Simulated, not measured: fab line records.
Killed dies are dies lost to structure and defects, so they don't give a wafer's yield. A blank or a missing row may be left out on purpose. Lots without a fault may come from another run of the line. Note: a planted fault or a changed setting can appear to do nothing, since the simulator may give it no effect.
2 desks looking at one fault | flow sky130 | each desk holds nothing but its own numbers, with what lay behind them at the end

DESK OF THE TOOL OWNER: cvd w-02
The tool's own readings at SKY_CONTACT_CVD_24 (deposits W, target thk 340 nm, time 102.12 s): means of the sampled wafers that have a number, for each lot that ran on this tool. The brackets show how far a lot's mean lies from the usual mean; more than 4 standard deviations puts the lot out of limits, marked OUT.
Columns: A = heater power w at SKY_CONTACT_CVD_24, usual 905 W
lot  | first seen here | A
L523 | day 33 22:02    | 899
L525 | day 34 07:37    | 894
L526 | day 34 20:17    | 979
L529 | day 35 21:10    | 987
L531 | day 36 10:08    | 964
L532 | day 36 20:04    | 1036
L535 | day 37 14:56    | 911
Result from this desk: across the 7 lots, nothing is out of limits.

THE METROLOGY DESK
Lot by lot, what the gauges showed, no matter which tool ran the lot: averages of those sampled wafers that carry a number. The brackets show how far a lot's mean lies from the usual mean; more than 4 standard deviations puts the lot out of limits, marked OUT.
Columns: A = VT_ADJUST_HVTP_OVL at SKY_VT_ADJUST_HVTP_OVL_MEAS_08, usual 0.4 nm; B = VT_ADJUST_LVTN_01_OVL at SKY_VT_ADJUST_LVTN_OVL_MEAS_18, usual 0.4 nm; C = CONTACT_W_RS at SKY_CONTACT_RS_MEAS_25, usual 0.338 ohm/sq
lot  | first seen here | A    | B    | C
L523 | day 7 10:49     | 1.5  | 1.4  | 0.341
L524 | day 7 14:20     | 0.7  | -0.4 | 0.334
L525 | day 7 19:29     | 0.8  | -0.0 | 0.342
L526 | day 8 05:25     | -1.9 | 0.1  | 0.338
L527 | day 8 07:28     | 0.9  | 2.0  | 0.337
L529 | day 9 01:11     | 0.5  | -0.2 | 0.336
L531 | day 9 11:44     | 1.6  | 0.6  | 0.263 (-21) OUT
L532 | day 9 17:50     | 1.7  | 0.4  | 0.267 (-20) OUT
L535 | day 10 12:44    | -1.6 | 0.5  | 0.289 (-14) OUT
L540 | day 11 23:10    | 1.2  | -1.1 | 0.337
L541 | day 12 03:06    | 0.3  | -0.3 | 0.334
L542 | day 12 10:10    | 0.5  | 1.9  | 0.340
Per this desk, out of limits: L531, L532, L535; the first was L531, day 36 10:15 (CONTACT_W_RS at SKY_CONTACT_RS_MEAS_25). L523, L524, L525, L526, L527, L529, L540, L541, L542: within limits.

BROUGHT TOGETHER
An alarm was possible from the metrology desk at day 36 10:15, on L531, L532, L535.
Nothing out of limits was seen by the tool owner's desk.
Tool owner's desk: L531, L532, L535 on record, inside its limits.
Of the lots named, all ran SKY_CONTACT_CVD_24 on cvd w-02.

WHAT THE SIMULATOR PUT IN
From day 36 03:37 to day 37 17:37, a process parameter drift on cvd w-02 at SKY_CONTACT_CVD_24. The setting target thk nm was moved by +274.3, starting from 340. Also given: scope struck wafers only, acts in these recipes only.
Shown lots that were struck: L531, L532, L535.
Time in hours between the start of the fault and the first out-of-limits reading at each desk: metrology desk, 7.
